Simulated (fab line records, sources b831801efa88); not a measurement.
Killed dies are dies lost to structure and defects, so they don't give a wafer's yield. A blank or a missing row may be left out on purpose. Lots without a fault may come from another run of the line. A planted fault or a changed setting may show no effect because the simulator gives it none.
fab line records | flow sky130
record lots=6 wafers=18 last_day=49
route steps=708 shown POLY_GATE@219 PAD_OPEN@708
lots that met no fault: from a run of the same line without faults
start_h: hours from the record's first day to the start of the lot's first wafer shown | wait_h: hours since the lot's step before | " the same as in the row above | L1.1+2: a row that stands for several wafers | - no value, or no start given | * or withheld: withheld | < > ~ a bound
route shown NAME@n: a module of which the file shows steps, and the number in the route of the first | usual: mean/standard deviation of fault-free wafers | same: alike in all rows | chamber/n: place in a boat | sites: the reading at each site | _std_site: their standard deviation | _edge_site: outer sites' mean less inner sites' | radius_mm: how far each site lies from the wafer's centre | mask NAME#n: copy n | behind: the tool/chamber that last shaped the wafer | hold: why the lot was held/for how many hours/how that ended | device: the transistor (n, p or np) that didn't switch | end of line: the same wafers' tests at the end of the route | a step without rows: its recipe alone | killed: dies lost to structure and defects at the first sort, not the wafer's yield | map: a wafer's dies, x killed, . not, _ none there
set.NAME: the setting as run; set.NAME@STEP: as run at that earlier step | model.NAME: the simulator's own value behind a step, which no gauge read
lots at some steps of the route; a table a step, a row a wafer
services: from which hour (start_h, from the record's first day; less than 0 if before it) a tool's chamber was out of use, for how many hours, and why
## steps
# step SKY_POLY_GATE_DEHYDRATE_05
# recipe temp_c=200 time_s=60
# step SKY_POLY_GATE_HMDS_06
# recipe prime_time_s=60 prime_temp_c=120
# step SKY_POLY_GATE_COAT_07
# recipe resist=BARC temp_c=withheld time_s=withheld spin_rpm=3000 resist_thk_nm=110
# step SKY_POLY_GATE_COAT_08
# recipe resist=KrF-thick spin_rpm=3000 resist_thk_nm=450
# step SKY_POLY_GATE_SOFTBAKE_09
# recipe temp_c=100 time_s=90 resist=KrF-thick
# step SKY_POLY_GATE_EXPOSE_10
# recipe mask_id=P1M na=0.68 source_shape=conventional sigma_outer=0.6 target_cd_nm=150 dose_mj=28
# step SKY_POLY_GATE_PEB_11
# recipe peb_temp_c=withheld peb_time_s=withheld resist=KrF-thick
# step SKY_POLY_GATE_DEVELOP_12
# recipe develop_time_s=60 resist=KrF-thick dev_temp_c=21
# step SKY_POLY_GATE_CD_MEAS_13
# recipe target_cd_nm=150
# usual cd_nm=150.1/1.2
# columns lot.wafer tool chamber start_h wait_h cd_nm
L906.1 cd_sem-02 - 400.08 - 147.9
L906.2 " - " " 147.5
L906.5 " - " " 149.0
L907.2 cd_sem-02 - 407.27 - 149.5
L907.3 " - " " 149.6
L907.6 " - " " 149.6
L914.1 cd_sem-01 - 457.23 - 150.1
L914.2 " - " " 152.0
L914.5 " - " " 151.0
L917.2 cd_sem-02 - 509.75 - 151.3
L917.3 " - " " 150.5
L917.5 " - " " 150.4
L920.1 cd_sem-02 - 513.93 - 152.0
L920.2 " - " " 151.4
L920.6 " - " " 150.0
L921.1 cd_sem-01 - 516.98 - 151.5
L921.3 " - " " 150.3
L921.6 " - " " 150.9
# step SKY_POLY_GATE_OVL_MEAS_14
# usual POLY_GATE_OVL=2/5.3
# columns lot.wafer tool chamber start_h wait_h POLY_GATE_OVL[nm]
L906.1 overlay-02 - 400.20 0.1 0
L906.2 " - " " 4
L906.5 " - " " -5
L907.2 overlay-02 - 407.37 0.1 7
L907.3 " - " " -2
L907.6 " - " " 7
L914.1 overlay-02 - 457.35 0.1 -6
L914.2 " - " " -4
L914.5 " - " " -4
L917.2 overlay-01 - 509.86 0.1 6
L917.3 " - " " 4
L917.5 " - " " 6
L920.1 overlay-01 - 514.05 0.1 6
L920.2 " - " " 9
L920.6 " - " " 13
L921.1 overlay-02 - 517.10 0.1 5
L921.3 " - " " 10
L921.6 " - " " 17
# step SKY_POLY_GATE_ETCH_15
# recipe chemistry=N2/H2 target=BARC ion_energy_ev=200 source_w=500 bias_w=100 pressure_mtorr=30 n2_flow_sccm=100 h2_flow_sccm=200 stop_on=SiO2 time_s=116.5 target_depth_a=1100
# usual bias_w=100.00/0.29 chamber_pressure_mTorr=30.001/0.028 drypump_motor_current_A=5.6/0.51 oes_product_au=0.723/0.0049 throttle_valve_pct=13.213/0.0089
# columns lot.wafer tool chamber start_h wait_h bias_w chamber_pressure_mTorr drypump_motor_current_A oes_product_au rf_hours_counter_h throttle_valve_pct
L906.1 rie_diel-02 3 400.24 0.0 100.18 30.027 5.5 0.724 1 13.213
L906.2 " 0 " " 99.98 30.005 4.8 0.717 35 13.223
L906.5 " 1 " " 99.80 30.018 4.9 0.727 - 13.207
L907.2 rie_diel-02 0 407.40 0.0 100.25 30.011 4.8 0.718 35 13.205
L907.3 " 3 " " 99.76 30.002 5.5 0.724 1 13.225
L907.6 " 3 " " 100.27 29.992 5.5 0.725 - 13.203
L914.1 rie_diel-04 1 457.39 0.0 99.29 29.996 5.7 0.719 2 13.223
L914.2 " 3 " " 99.65 29.984 5.5 0.728 73 13.214
L914.5 " 2 " " 100.08 29.989 5.9 0.721 - 13.216
L917.2 rie_diel-03 1 509.89 0.0 100.14 29.963 5.8 0.732 1 13.206
L917.3 " 3 " " 100.00 30.072 6.2 0.729 6 13.211
L917.5 " 0 " " 100.16 29.968 5.5 0.711 - 13.226
L920.1 rie_diel-04 2 514.09 0.0 99.62 30.007 5.9 0.732 8 13.210
L920.2 " 1 " " 100.22 29.993 5.7 0.724 3 13.215
L920.6 " 2 " " 99.77 30.010 5.9 0.724 - 13.213
L921.1 rie_diel-04 2 517.14 0.0 99.78 29.972 5.9 0.720 8 13.208
L921.3 " 0 " " 100.26 30.011 6.3 0.721 1 13.221
L921.6 " 0 " " 100.24 29.954 6.3 0.721 - 13.190
# step SKY_POLY_GATE_ETCH_16
# recipe stop_on=poly-Si chemistry=CH3F/O2 target=Si3N4 source_w=400 bias_w=80 pressure_mtorr=25 ch3f_flow_sccm=40 O2_flow_sccm=30 time_s=147.5 target_depth_a=750
# usual O2_flow_sccm=29.99/0.094 bias_w=79.98/0.24 drypump_motor_current_A=5.5/0.51 oes_product_au=0.638/0.0054 throttle_valve_pct=10.535/0.0095
# columns lot.wafer tool chamber start_h wait_h O2_flow_sccm bias_w drypump_motor_current_A oes_product_au rf_hours_counter_h throttle_valve_pct
L906.1 rie_diel-02 3 400.32 0.0 30.06 80.06 5.5 0.637 1 10.536
L906.2 " 0 " " 29.90 80.03 4.8 0.643 35 10.536
L906.5 " 1 " " 30.01 80.42 4.9 0.638 - 10.532
L907.2 rie_diel-02 0 407.49 0.0 30.07 80.02 4.8 0.649 35 10.534
L907.3 " 3 " " 30.03 79.91 5.5 0.653 1 10.528
L907.6 " 3 " " 30.05 80.06 5.5 0.639 - 10.529
L914.1 rie_diel-04 1 457.47 0.0 29.91 80.39 5.6 0.639 2 10.552
L914.2 " 3 " " 30.13 79.82 5.4 0.634 73 10.535
L914.5 " 2 " " 29.88 79.89 5.9 0.638 - 10.534
L917.2 rie_diel-03 1 509.97 0.0 30.02 80.38 5.9 0.642 1 10.552
L917.3 " 3 " " 29.99 79.99 6.2 0.637 6 10.533
L917.5 " 0 " " 29.88 79.83 5.5 0.641 - 10.531
L920.1 rie_diel-04 2 514.17 0.0 29.86 79.82 5.9 0.635 8 10.529
L920.2 " 1 " " 30.03 80.03 5.6 0.640 3 10.542
L920.6 " 2 " " 29.90 79.82 5.9 0.644 - 10.530
L921.1 rie_diel-04 2 517.22 0.0 30.07 80.07 6.0 0.640 8 10.529
L921.3 " 0 " " 30.00 79.74 6.3 0.640 1 10.530
L921.6 " 0 " " 30.06 79.92 6.3 0.638 - 10.525
# step SKY_POLY_GATE_ETCH_17
# recipe target_depth_nm=180 stop_on=SiO2 over_etch_frac=0.56667 chemistry=HBr/Cl2 target=poly-Si icp_w=400 bias_w=100 pressure_mtorr=10 HBr_flow_sccm=150 Cl2_flow_sccm=50 time_s=70.5
# usual HBr_flow_sccm=150.0/0.47 bias_w=99.99/0.3 drypump_motor_current_A=5.6/0.47 oes_product_au=0.984/0.007 over_etch_frac=0.56667/0 throttle_valve_pct=33.684/0.0089
# columns lot.wafer tool chamber start_h wait_h HBr_flow_sccm bias_w drypump_motor_current_A oes_product_au over_etch_frac rf_hours_counter_h throttle_valve_pct model.KrF-thick_of_POLY_GATE_COAT_08.thk_nm
L906.1 rie_si-01 1 400.42 0.0 150.6 100.08 5.5 0.975 0.56667 12 33.670 142.8
L906.2 " 2 " " 150.4 100.04 6.5 0.980 0.56667 2 33.687 142.1
L906.5 " 1 " " 150.0 100.26 5.5 0.976 0.56667 - 33.676 147
L907.2 rie_si-02 1 407.58 0.0 149.9 99.92 5.4 0.985 0.56667 1 33.685 143.7
L907.3 " 0 " " 149.8 99.78 6.1 0.979 0.56667 7 33.669 143.5
L907.6 " 1 " " 149.3 99.99 5.4 0.992 0.56667 - 33.684 145.1
L914.1 rie_si-02 3 457.57 0.0 - - - - - - - 236.6
L914.2 " 2 " " - - - - - - - 234.3
L914.5 " 3 " " - - - - - - - 237.1
L917.2 rie_si-01 2 510.07 0.0 - - - - - - - 239.1
L917.3 " 0 " " - - - - - - - 235.3
L917.5 " 3 " " - - - - - - - 239.3
L920.1 rie_si-01 3 514.27 0.0 150.1 100.40 5.1 0.973 0.56667 49 33.673 144.6
L920.2 " 2 " " 149.8 99.90 6.5 0.974 0.56667 3 33.688 141.6
L920.6 " 3 " " 149.7 100.71 5.1 0.986 0.56667 - 33.679 143.4
L921.1 rie_si-01 3 517.32 0.0 149.6 99.79 5.2 0.983 0.56667 49 33.678 139.8
L921.3 " 2 " " 150.4 100.21 6.5 0.987 0.56667 3 33.683 141.8
L921.6 " 1 " " 150.1 99.54 5.5 0.976 0.56667 - 33.700 140.8
# step SKY_POLY_GATE_STRIP_18
# recipe chemistry=O2/N2 power_w=1400 pressure_mtorr=1500 platen_temp_c=withheld o2_flow_sccm=3000 n2_flow_sccm=300 overash_fraction=0.5
# usual drypump_motor_current_A=5.4/0.31 oes_product_au=0.362/0.0048 strip_time_to_endpoint_s=3.196/0.028
# columns lot.wafer tool chamber start_h wait_h drypump_motor_current_A oes_product_au rf_hours_counter_h strip_time_to_endpoint_s
L906.1 plasma_asher-01 0 400.48 0.0 5.7 0.368 71 3.172
L906.2 " 1 " " 4.9 0.355 71 3.178
L906.5 " 1 " " 4.9 0.361 - 3.250
L907.2 plasma_asher-03 0 407.64 0.0 5.3 0.365 29 3.214
L907.3 " 0 " " 5.3 0.357 - 3.209
L907.6 " 0 " " 5.3 0.361 - 3.236
L914.1 plasma_asher-03 0 457.63 0.0 5.3 0.406 35 4.214
L914.2 " 1 " " 5.9 0.404 35 4.189
L914.5 " 1 " " 5.9 0.401 - 4.220
L917.2 plasma_asher-02 1 510.13 0.0 5.4 0.407 6 4.262
L917.3 " 0 " " 5.1 0.409 - 4.206
L917.5 " 0 " " 5.1 0.418 - 4.237
L920.1 plasma_asher-01 0 514.33 0.0 5.8 0.365 83 3.231
L920.2 " 1 " " 4.9 0.361 83 3.197
L920.6 " 0 " " 5.7 0.367 - 3.222
L921.1 plasma_asher-01 0 517.37 0.0 5.7 0.367 83 3.174
L921.3 " 1 " " 5.0 0.360 - 3.199
L921.6 " 0 " " 5.7 0.358 - 3.185
# step SKY_POLY_GATE_CLEAN_19
# recipe chemistry=SC1/SC2 mix=1:4:20 temp_c=70 time_s=150 dry=n2_spin
# step SKY_PAD_OPEN_PROBE_99
# usual killed_at_M0_to_M3=44/7.4 killed_at_M4_up=3.2/2 killed_at_contacts=24/5.1 killed_at_front_end=15/4.8 killed_at_other=0.2/0.46 killed_dies=86/10 killed_on_rim=17/3.6 killed_open=47/7.5 killed_short=39/7
# same gross_dies=492 killed_at_back_side=0
# columns lot.wafer tool chamber start_h wait_h killed_at_M0_to_M3 killed_at_M4_up killed_at_contacts killed_at_front_end killed_at_other killed_dies killed_on_rim killed_open killed_short
L906.1 prober-01 - 1095.80 0.1 37 2 23 12 0 74 19 34 40
L906.2 prober-01 - 1095.85 0.1 33 0 17 24 0 74 8 44 29
L906.5 prober-01 - 1096.00 0.2 46 5 26 11 0 88 18 45 43
L907.2 prober-01 - 1101.88 0.1 32 7 26 23 1 89 20 39 50
L907.3 prober-01 - 1101.93 0.2 41 4 22 9 0 76 14 34 40
L907.6 prober-01 - 1102.08 0.2 55 5 24 14 0 98 20 53 44
L914.1 prober-02 - 1135.42 0.1 50 3 27 411 1 492 96 63 40
L914.2 prober-02 - 1135.47 0.1 44 4 35 408 1 492 96 55 37
L914.5 prober-02 - 1135.62 0.2 39 1 25 427 0 492 96 34 42
L917.2 prober-02 - 1163.76 0.1 61 5 26 400 0 492 96 52 52
L917.3 prober-02 - 1163.81 0.2 49 2 21 420 0 492 96 49 32
L917.5 prober-02 - 1163.91 0.2 52 0 20 420 0 492 96 47 38
L920.1 prober-02 - 1170.71 0.1 43 1 29 15 0 88 14 55 33
L920.2 prober-02 - 1170.76 0.1 51 2 25 19 0 97 24 50 46
L920.6 prober-02 - 1170.96 0.2 51 4 18 21 0 94 20 48 46
L921.1 prober-02 - 1173.44 0.1 33 5 28 14 0 80 18 42 38
L921.3 prober-02 - 1173.54 0.2 41 6 27 17 0 91 18 54 37
L921.6 prober-02 - 1173.69 0.2 41 3 20 16 0 80 18 35 45
# killed by level:class
L906.1 LOCAL_INTERCONNECT:geometric_particle:short=8 VIA1:geometric_particle:open=8 VIA3:geometric_particle:open=7 METAL1:geometric_particle:short=6 LI_CONTACT:geometric_particle:short=5 CONTACT:geometric_particle:open=5 CONTACT:geometric_particle:short=4 VIA1:geometric_particle:short=4
L906.2 VIA1:geometric_particle:open=14 FIELD_ISO:geometric_particle:short=7 FIELD_ISO:geometric_particle:open=6 LI_CONTACT:geometric_particle:open=5 CONTACT:geometric_particle:open=5 SPACER:geometric_particle:short=4 METAL2:geometric_particle:short=4 SPACER:geometric_particle:open=3
L906.5 VIA1:geometric_particle:open=12 LI_CONTACT:geometric_particle:open=9 CONTACT:geometric_particle:open=8 METAL2:geometric_particle:short=8 VIA3:geometric_particle:open=6 METAL1:geometric_particle:short=5 LOCAL_INTERCONNECT:geometric_particle:short=5 VIA1:geometric_particle:short=5
L907.2 CONTACT:geometric_particle:open=7 CONTACT:geometric_particle:short=6 METAL1:geometric_particle:short=6 VIA1:geometric_particle:open=6 POLY_GATE:geometric_particle:short=5 LI_CONTACT:geometric_particle:open=5 METAL4:geometric_particle:short=5 VIA1:geometric_particle:short=5
L907.3 CONTACT:geometric_particle:short=8 METAL1:geometric_particle:short=8 VIA2:geometric_particle:open=7 VIA1:geometric_particle:short=6 VIA1:geometric_particle:open=5 METAL2:geometric_particle:short=5 LI_CONTACT:geometric_particle:short=4 LI_CONTACT:geometric_particle:open=4
L907.6 VIA1:geometric_particle:open=12 LI_CONTACT:geometric_particle:open=8 METAL1:geometric_particle:short=8 VIA3:geometric_particle:open=7 LOCAL_INTERCONNECT:geometric_particle:short=6 VIA2:geometric_particle:open=6 POLY_GATE:geometric_particle:open=5 CONTACT:geometric_particle:open=5
L914.1 POLY_GATE:area_etch=389 VIA1:geometric_particle:open=15 CONTACT:geometric_particle:open=10 LI_CONTACT:geometric_particle:open=10 VIA2:geometric_particle:open=8 VIA1:geometric_particle:short=7 FIELD_ISO:geometric_particle:short=4 FIELD_ISO:geometric_particle:open=4
L914.2 POLY_GATE:area_etch=400 CONTACT:geometric_particle:open=12 VIA1:geometric_particle:open=11 VIA3:geometric_particle:open=9 METAL2:geometric_particle:short=9 LI_CONTACT:geometric_particle:open=7 LOCAL_INTERCONNECT:geometric_particle:short=6 CONTACT:geometric_particle:short=6
L914.5 POLY_GATE:area_etch=416 LOCAL_INTERCONNECT:geometric_particle:short=7 CONTACT:geometric_particle:open=7 FIELD_ISO:geometric_particle:short=6 VIA2:geometric_particle:open=6 LI_CONTACT:geometric_particle:open=5 METAL2:geometric_particle:short=5 VIA3:geometric_particle:open=5
L917.2 POLY_GATE:area_etch=388 VIA3:geometric_particle:open=11 VIA1:geometric_particle:open=10 METAL1:geometric_particle:short=10 VIA1:geometric_particle:short=10 LI_CONTACT:geometric_particle:open=8 CONTACT:geometric_particle:short=7 FIELD_ISO:geometric_particle:open=5
L917.3 POLY_GATE:area_etch=410 VIA2:geometric_particle:open=13 VIA1:geometric_particle:open=11 CONTACT:geometric_particle:open=9 LI_CONTACT:geometric_particle:open=7 METAL1:geometric_particle:short=5 VIA1:geometric_particle:short=4 VIA2:geometric_particle:short=4
L917.5 POLY_GATE:area_etch=407 VIA2:geometric_particle:open=11 VIA1:geometric_particle:open=10 CONTACT:geometric_particle:open=9 METAL1:geometric_particle:short=9 METAL2:geometric_particle:short=5 FIELD_ISO:geometric_particle:open=4 LI_CONTACT:geometric_particle:short=4
L920.1 CONTACT:geometric_particle:open=15 VIA2:geometric_particle:open=13 VIA3:geometric_particle:open=7 FIELD_ISO:geometric_particle:short=6 CONTACT:geometric_particle:short=6 VIA1:geometric_particle:short=6 LI_CONTACT:geometric_particle:open=5 VIA1:geometric_particle:open=5
L920.2 VIA3:geometric_particle:open=15 CONTACT:geometric_particle:open=10 POLY_GATE:geometric_particle:short=8 VIA2:geometric_particle:open=8 FIELD_ISO:geometric_particle:short=7 METAL1:geometric_particle:short=7 CONTACT:geometric_particle:short=6 LI_CONTACT:geometric_particle:open=6
L920.6 VIA2:geometric_particle:open=10 VIA2:geometric_particle:short=8 METAL2:geometric_particle:short=7 CONTACT:geometric_particle:open=7 VIA1:geometric_particle:short=7 VIA3:geometric_particle:open=7 VIA1:geometric_particle:open=6 POLY_GATE:geometric_particle:open=6
L921.1 CONTACT:geometric_particle:open=10 CONTACT:geometric_particle:short=7 POLY_GATE:geometric_particle:open=6 VIA2:geometric_particle:open=6 LI_CONTACT:geometric_particle:open=5 POLY_GATE:geometric_particle:short=4 METAL2:geometric_particle:short=4 VIA1:geometric_particle:open=4
L921.3 CONTACT:geometric_particle:open=10 VIA1:geometric_particle:open=9 VIA3:geometric_particle:open=9 LOCAL_INTERCONNECT:geometric_particle:short=8 POLY_GATE:geometric_particle:short=5 LI_CONTACT:geometric_particle:open=5 METAL4:geometric_particle:short=5 METAL2:geometric_particle:short=5
L921.6 CONTACT:geometric_particle:open=10 VIA2:geometric_particle:open=10 VIA1:geometric_particle:short=7 FIELD_ISO:geometric_particle:short=5 LI_CONTACT:geometric_particle:short=5 POLY_GATE:geometric_particle:short=5 VIA1:geometric_particle:open=5 METAL2:geometric_particle:short=4
# map L914.1 (x killed, . not)
__________xxxxxxxxxx_________
________xxxxxxxxxxxxxx_______
______xxxxxxxxxxxxxxxxxx_____
_____xxxxxxxxxxxxxxxxxxxx____
____xxxxxxxxxxxxxxxxxxxxxx___
___xxxxxxxxxxxxxxxxxxxxxxxx__
__xxxxxxxxxxxxxxxxxxxxxxxxxx_
_xxxxxxxxxxxxxxxxxxxxxxxxxxxx
_xxxxxxxxxxxxxxxxxxxxxxxxxxxx
_xxxxxxxxxxxxxxxxxxxxxxxxxxxx
_xxxxxxxxxxxxxxxxxxxxxxxxxxxx
_xxxxxxxxxxxxxxxxxxxxxxxxxxxx
_xxxxxxxxxxxxxxxxxxxxxxxxxxxx
_xxxxxxxxxxxxxxxxxxxxxxxxxxxx
_xxxxxxxxxxxxxxxxxxxxxxxxxxxx
__xxxxxxxxxxxxxxxxxxxxxxxxxx_
___xxxxxxxxxxxxxxxxxxxxxxxx__
____xxxxxxxxxxxxxxxxxxxxxx___
_____xxxxxxxxxxxxxxxxxxxx____
______xxxxxxxxxxxxxxxxxx_____
________xxxxxxxxxxxxxx_______
__________xxxxxxxxxx_________
# map L917.2 (x killed, . not)
__________xxxxxxxxxx_________
________xxxxxxxxxxxxxx_______
______xxxxxxxxxxxxxxxxxx_____
_____xxxxxxxxxxxxxxxxxxxx____
____xxxxxxxxxxxxxxxxxxxxxx___
___xxxxxxxxxxxxxxxxxxxxxxxx__
__xxxxxxxxxxxxxxxxxxxxxxxxxx_
_xxxxxxxxxxxxxxxxxxxxxxxxxxxx
_xxxxxxxxxxxxxxxxxxxxxxxxxxxx
_xxxxxxxxxxxxxxxxxxxxxxxxxxxx
_xxxxxxxxxxxxxxxxxxxxxxxxxxxx
_xxxxxxxxxxxxxxxxxxxxxxxxxxxx
_xxxxxxxxxxxxxxxxxxxxxxxxxxxx
_xxxxxxxxxxxxxxxxxxxxxxxxxxxx
_xxxxxxxxxxxxxxxxxxxxxxxxxxxx
__xxxxxxxxxxxxxxxxxxxxxxxxxx_
___xxxxxxxxxxxxxxxxxxxxxxxx__
____xxxxxxxxxxxxxxxxxxxxxx___
_____xxxxxxxxxxxxxxxxxxxx____
______xxxxxxxxxxxxxxxxxx_____
________xxxxxxxxxxxxxx_______
__________xxxxxxxxxx_________
## services
# columns tool chamber start_h hours kind
rie_si-02 - 383.95 14.6 pm
plasma_asher-02 - 411.99 16.5 repair
rie_diel-03 - 412.85 2.8 pm
plasma_asher-02 - 428.52 9.0 pm
plasma_asher-02 0 428.52 9.0 vent_cycle
plasma_asher-02 1 428.52 9.0 vent_cycle
plasma_asher-02 - 431.02 0.7 repair
rie_diel-04 - 432.95 2.8 pm
plasma_asher-02 0 437.52 - clean
plasma_asher-02 1 437.52 - clean
rie_diel-03 1 458.08 - clean
rie_diel-03 1 458.08 15.4 scheduled_down
rie_diel-03 1 458.08 15.4 vent_cycle
plasma_asher-02 - 462.08 4.4 repair
rie_diel-04 0 462.63 - clean
rie_diel-04 0 462.63 14.7 scheduled_down
rie_diel-04 0 462.63 14.7 vent_cycle
plasma_asher-02 - 480.30 1.3 repair
plasma_asher-02 - 484.22 0.6 repair
rie_diel-03 2 485.94 - clean
rie_diel-03 2 485.94 29.9 scheduled_down
rie_diel-03 2 485.94 29.9 vent_cycle
rie_diel-04 - 512.24 1.7 repair
## key
first_sign step=SKY_POLY_GATE_ETCH_17 reading=tool_record direction=missing
effect step=SKY_POLY_GATE_STRIP_18 reading=strip_time_to_endpoint_s direction=up sigmas=37 usual=* struck=*
effect step=SKY_PAD_OPEN_PROBE_99 reading=killed_at_front_end direction=up sigmas=83 usual=15 struck=414
model_effect step=SKY_POLY_GATE_ETCH_17 value=KrF-thick_of_POLY_GATE_COAT_08.thk_nm without=143.8 struck=236.9
more_kills_born_at SKY_POLY_GATE_ETCH_17@rie_si-02=1205 SKY_POLY_GATE_ETCH_17@rie_si-01=1205
met_at SKY_POLY_GATE_ETCH_17
struck_wafers L914.1,L914.2,L914.5,L917.2,L917.3,L917.5
later_rows_left_out L914.1,L914.2,L914.5,L917.2,L917.3,L917.5
tester_left_out L914,L917
onset_between 407.58 457.57
fault kind=skipped_step_whole tool=rie_si-01,rie_si-02 chamber=- onset_h=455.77 steps=SKY_POLY_GATE_ETCH_17 scope=struck_lots_only
# tester_left_out: of these lots the tester's yield and bins aren't shown, on N5 and GAA mostly nor the transistor test; their killed dies are dies lost to structure and defects alone, not to doping, threshold or leakage, so they don't give the yield
# later_rows_left_out: the simulator's readings of these wafers behind a module that went badly wrong aren't trusted and aren't shown, but for the sort
